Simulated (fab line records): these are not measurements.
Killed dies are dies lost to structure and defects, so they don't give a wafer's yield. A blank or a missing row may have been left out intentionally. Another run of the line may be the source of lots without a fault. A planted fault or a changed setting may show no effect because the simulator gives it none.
Which tool is to blame? -- flow gf180mcu -- 21 wafers from 7 lots sampled at 5 of the route's 602 steps

## WHAT EACH GAUGE READ, for each wafer
GF_V3_OVL_MEAS_15.
lot,measured,on,V3_OVL (nm)
L878,day 22 18:13,overlay-01,-7 0 -6
L881,day 23 22:25,overlay-01,4 0 -1
L883,day 24 14:44,overlay-01,-3 1 2
L889,day 26 13:47,overlay-02,9 0 10
L891,day 27 02:59,overlay-01,-1
L897,day 28 18:53,overlay-01,6 7 5
L900,day 29 16:19,overlay-01,3 -2 -8

## EACH LOT AND THE TOOL THAT RAN IT (in order: tool; ch and the chambers of the sampled wafers; start)
lot,GF_V2_CMP_04,GF_V2_SPUTTER_22,GF_M3_METAL_ETCH_16,GF_M3_STRIP_17
L878,"cmp-01 ch 0,1,2, day 19 13:30","pvd sputter-03, day 20 15:28","rie metal-04 ch 0,1, day 21 16:50","plasma asher-03 ch 0,1, day 21 16:58"
L881,"cmp-02 ch 0,1, day 20 22:08","pvd sputter-01, day 21 22:59","rie metal-01 ch 0,1, day 22 23:02","plasma asher-03 ch 0,1, day 22 23:10"
L883,"cmp-01 ch 0,2,3, day 21 14:56","pvd sputter-01, day 22 15:25","rie metal-04 ch 0,1, day 23 15:22","plasma asher-02 ch 0,1, day 23 15:30"
L889,"cmp-01 ch 0,3, day 23 18:08","pvd sputter-01, day 24 17:01","rie metal-04 ch 0,1, day 25 15:08","plasma asher-03 ch 0,1, day 25 15:15"
L891,"cmp-01 ch 0,1,3, day 24 07:58","pvd sputter-01, day 25 07:10","rie metal-04 ch 0,1, day 26 05:23","plasma asher-03 ch 0,1, day 26 05:30"
L897,"cmp-02 ch 0,1,2, day 26 02:32","pvd sputter-01, day 27 00:10","rie metal-03 ch 0,1, day 27 21:50","plasma asher-03 ch 0,1, day 27 21:57"
L900,"cmp-02 ch 2,3, day 27 02:52","pvd sputter-03, day 27 23:36","rie metal-01 ch 0,1, day 28 20:05","plasma asher-02 ch 0,1, day 28 20:12"
- GF_V2_CMP_04: polishes SiO2.
- GF_V2_SPUTTER_22: material TiN, target thk 10 nm, time 40 s.
- GF_M3_METAL_ETCH_16: etches the open film in Cl2/BCl3, stops on SiO2, target depth 750.8 nm, time 125.1 s.
- GF_M3_STRIP_17: strips in O2/N2.

## THE ANSWER, worked out from the rows above alone
Rule: usual is defined by the lots themselves. The widest of any qualifying gaps counts: lots, ordered by their means at a reading, are off when they make up no more than a third of the lots, leave a main group of 4 or more, and stand apart from it by 3 or more times the standard deviation of that group's means. The tables above print the reading to a certain number of digits; a main group whose means all agree to those digits is not used. A lot without any number at a reading at which 4 lots or more have one is off too. The other lots that the step has rows for count as sound.
Nothing can be told from this: no lot is off at any reading shown.

## WHAT THE SIMULATOR PUT IN
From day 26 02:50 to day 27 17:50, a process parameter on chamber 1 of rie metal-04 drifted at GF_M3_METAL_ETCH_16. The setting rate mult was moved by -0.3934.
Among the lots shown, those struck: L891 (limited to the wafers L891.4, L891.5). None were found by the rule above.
